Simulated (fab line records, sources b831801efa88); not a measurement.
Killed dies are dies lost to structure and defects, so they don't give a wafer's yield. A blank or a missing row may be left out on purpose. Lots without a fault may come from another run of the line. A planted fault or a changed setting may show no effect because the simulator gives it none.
Which tool did it? | flow sky130 | 6 lots, 17 wafers sampled, at 2 steps of a route of 708

WHAT THE GAUGES READ, wafer by wafer
SKY_CONTACT_THK_MEAS_03.
lot  | measured     | on            | CONTACT_HDPCVD_THK (nm)
L864 | day 32 02:07 | film_metro-04 | 557 563 562
L865 | day 32 04:01 | film_metro-01 | 554 552 563
L868 | day 32 22:18 | film_metro-03 | 567 680
L879 | day 36 20:26 | film_metro-03 | 569 571 566
L880 | day 37 01:39 | film_metro-01 | 572 573 575
L882 | day 37 14:36 | film_metro-03 | 582 563 569

WHICH TOOL RAN EACH LOT (tool, then ch and the chambers of the sampled wafers, then the start)
lot  | SKY_CONTACT_HDPCVD_02
L864 | hdpcvd-02 ch 1,2, day 32 02:02
L865 | hdpcvd-01 ch 0,2, day 32 03:56
L868 | hdpcvd-01 ch 0,1, day 32 22:14
L879 | hdpcvd-02 ch 0,1,2, day 36 20:22
L880 | hdpcvd-02 ch 1,2, day 37 01:35
L882 | hdpcvd-01 ch 0,1, day 37 14:31
- SKY_CONTACT_HDPCVD_02: deposits SiO2, target thk 565 nm, time 94.2 s.

THE ANSWER, worked out from the rows above alone
Rule: what is usual is taken from the lots themselves. Put in order of their means at a reading, lots are off if they are a third of the lots or fewer, leave a main group of 4 or more, and stand apart from it by a gap of 3 or more times the standard deviation of the main group's means; of several such gaps the widest counts. A main group whose means are all the same, to the digits that the tables above print for the reading, isn't used. A lot without any number at a reading at which 4 lots or more have one is off too. The other lots that the step has rows for count as sound.
Off: L868, at SKY_CONTACT_THK_MEAS_03 (CONTACT_HDPCVD_THK). The main group: mean 566 nm, standard deviation 6.5.
A tool fits if, at a process step before that reading, it ran every lot that is off, and no sound lot after the first of them. The gauges at SKY_CONTACT_THK_MEAS_03 are tried like those tools. None of those tried fits.

WHAT THE SIMULATOR HAD PUT IN
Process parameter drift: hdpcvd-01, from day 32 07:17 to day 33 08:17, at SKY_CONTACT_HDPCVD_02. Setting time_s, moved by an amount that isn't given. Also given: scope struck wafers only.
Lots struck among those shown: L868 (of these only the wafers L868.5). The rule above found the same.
